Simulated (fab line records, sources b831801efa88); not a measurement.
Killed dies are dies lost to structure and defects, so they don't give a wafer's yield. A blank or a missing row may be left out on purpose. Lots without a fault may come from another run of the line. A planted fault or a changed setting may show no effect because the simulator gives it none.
Chamber matching | flow sky130 | SKY_PAD_OPEN_ETCH_07 on rie_diel-03: 4 sister chambers
The step etches the open film in CF4/O2, stops on AlCu, target depth 725 nm, time 161.1 s. 16 wafers are shown with their chamber, then 8 later ones without.

WAFERS WITH THEIR CHAMBER
wafer  | chamber | drypump_motor_current_A (A) | oes_product_au (a.u.) | throttle_valve_pct (%)
L241.2 | 3       | 6.0                         | 0.979                 | 5.976
L241.3 | 2       | 5.8                         | 0.974                 | 5.954
L241.5 | 0       | 5.0                         | 0.982                 | 5.960
L242.3 | 3       | 6.0                         | 0.985                 | 5.968
L242.5 | 3       | 6.0                         | 0.982                 | 5.971
L242.6 | 2       | 5.8                         | 0.976                 | 5.978
L257.2 | 3       | 6.1                         | 0.971                 | 5.960
L257.4 | 3       | 6.0                         | 0.987                 | 5.968
L257.5 | 1       | 5.6                         | 0.985                 | 5.965
L258.1 | 2       | 5.8                         | 0.969                 | 5.962
L258.2 | 3       | 6.0                         | 0.974                 | 5.960
L258.6 | 2       | 5.7                         | 0.982                 | 5.974
L259.1 | 3       | 6.0                         | 0.974                 | 5.963
L259.3 | 2       | 5.8                         | 0.972                 | 5.952
L259.6 | 1       | 5.6                         | 0.974                 | 5.967
L263.1 | 0       | 5.0                         | 0.982                 | 5.970

SIGNATURES (means of the wafers above)
reading                 | chamber 0 | chamber 1 | chamber 2 | chamber 3 | scatter within a chamber
drypump_motor_current_A | 5.000     | 5.600     | 5.780     | 6.014     | 0.0372
oes_product_au          | 0.98200   | 0.97950   | 0.97460   | 0.97886   | 0.00562
throttle_valve_pct      | 5.96500   | 5.96600   | 5.96400   | 5.96657   | 0.0082
Rule: a wafer's distance from a chamber is the root of the sum, over the readings, of the square of ((its reading less the chamber's mean) divided by the reading's scatter). The wafer belongs to the nearest chamber; if the next one is less than 2 further off, it can't be placed. The scatter: the root of (the sum of the squares of (reading less its chamber's mean) over the shown wafers, divided by (wafers less chambers)).

WAFERS WITHOUT THEIR CHAMBER
wafer  | drypump_motor_current_A (A) | oes_product_au (a.u.) | throttle_valve_pct (%)
L263.4 | 6.0                         | 0.995                 | 5.984
L263.5 | 5.6                         | 0.980                 | 5.986
L261.1 | 5.6                         | 0.979                 | 5.958
L261.3 | 5.0                         | 0.974                 | 5.967
L261.6 | 5.0                         | 0.984                 | 5.971
L262.1 | 5.6                         | 0.982                 | 5.968
L262.2 | 6.0                         | 0.970                 | 5.977
L262.4 | 5.8                         | 0.982                 | 5.960

WHICH CHAMBER EACH WENT THROUGH
wafer  | from the rows above | in truth
L263.4 | 3                   | 3
L263.5 | 1                   | 1
L261.1 | 1                   | 1
L261.3 | 0                   | 0
L261.6 | 0                   | 0
L262.1 | 1                   | 1
L262.2 | 3                   | 3
L262.4 | 2                   | 2
Placed correctly: 8 of 8. Can't be placed from these rows: 0. Placed wrongly: 0.
